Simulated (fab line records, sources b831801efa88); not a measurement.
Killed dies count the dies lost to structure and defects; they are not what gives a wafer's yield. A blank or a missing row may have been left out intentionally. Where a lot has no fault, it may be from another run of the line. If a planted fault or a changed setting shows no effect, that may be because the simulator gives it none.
Which of the tools did it? | flow sfq-line | at 1 step of a route of 325, 14 lots with 42 wafers sampled

== WHAT THE GAUGES READ, wafer by wafer ==
The record lacks any reading of a measuring or inspecting step that a usual standard deviation could be used to judge.

== WHAT TOOL EACH LOT RAN ON (gives the tool, then ch and the chambers of the sampled wafers, and finally the start) ==
lot  | SFQ_TRILAYER_I5_LITHO_PEB_147
L737 | litho-track-02 ch 0, day 69 10:03
L738 | litho-track-02 ch 0, day 69 13:35
L739 | litho-track-02 ch 0, day 69 14:47
L740 | litho-track-04 ch 0, day 69 15:59
L741 | litho-track-02 ch 0, day 69 18:23
L742 | litho-track-01 ch 0, day 69 19:36
L743 | litho-track-02 ch 0, day 69 20:47
L745 | litho-track-02 ch 0, day 70 16:37
L747 | litho-track-01 ch 0, day 73 00:14
L750 | litho-track-01 ch 0, day 76 14:35
L752 | litho-track-01 ch 0, day 78 06:25
L753 | litho-track-04, day 78 07:37
L754 | litho-track-01, day 78 08:49
L760 | litho-track-04 ch 0, day 79 13:33
- SFQ_TRILAYER_I5_LITHO_PEB_147: peb time 60 s.

== WHAT THE TOOLS THEMSELVES READ (means of the sampled wafers that have a number; where no wafer has one, the mark that the record gives instead) ==
SFQ_TRILAYER_I5_LITHO_PEB_147. Usual: chill-plate-temp-C 23.02 C, standard deviation 0.087; exhaust-pa 45.1 Pa, standard deviation 0.8.
lot  | tool           | chill-plate-temp-C (C) | exhaust-pa (Pa) | flag
L737 | litho-track-02 | 23.12                  | 45.2            |
L738 | litho-track-02 | 23.03                  | 45.7            |
L739 | litho-track-02 | 23.06                  | 45.6            |
L740 | litho-track-04 | 22.89                  | 44.1            |
L741 | litho-track-02 | 22.96                  | 45.8            |
L742 | litho-track-01 | 23.00                  | 46.0            |
L743 | litho-track-02 | 23.05                  | 44.7            |
L745 | litho-track-02 | 23.03                  | 45.2            |
L747 | litho-track-01 | 23.03                  | 45.4            |
L750 | litho-track-01 | 23.10                  | 44.2            |
L752 | litho-track-01 | 22.98                  | 44.9            |
L753 | litho-track-04 | -                      | -               | OFF
L754 | litho-track-01 | -                      | -               | OFF
L760 | litho-track-04 | 22.98                  | 45.3            |

== THE ANSWER, worked out from the rows above alone ==
Rule: take the mean of a lot's wafers that have a number; if it is more than 3 standard deviations from the usual mean, the lot is off. A lot without any number at a reading at which 4 lots or more have one is off too. The other lots that the step has rows for count as sound. After the gauges, taken in route order, come the tools' own readings; for these a lot's mean is taken, as printed above. At the first step where some lot is off, the reading lying furthest off is the one used; lots without a number count as furthest.
Off: L753, L754, at SFQ_TRILAYER_I5_LITHO_PEB_147 (chill-plate-temp-C). Without a number there: L753, L754.
A tool fits if, at that step or a process step before it, it ran every lot that is off, and no sound lot after the first of them. Not one of the candidates tried fits.

== WHAT WAS PUT IN BY THE SIMULATOR ==
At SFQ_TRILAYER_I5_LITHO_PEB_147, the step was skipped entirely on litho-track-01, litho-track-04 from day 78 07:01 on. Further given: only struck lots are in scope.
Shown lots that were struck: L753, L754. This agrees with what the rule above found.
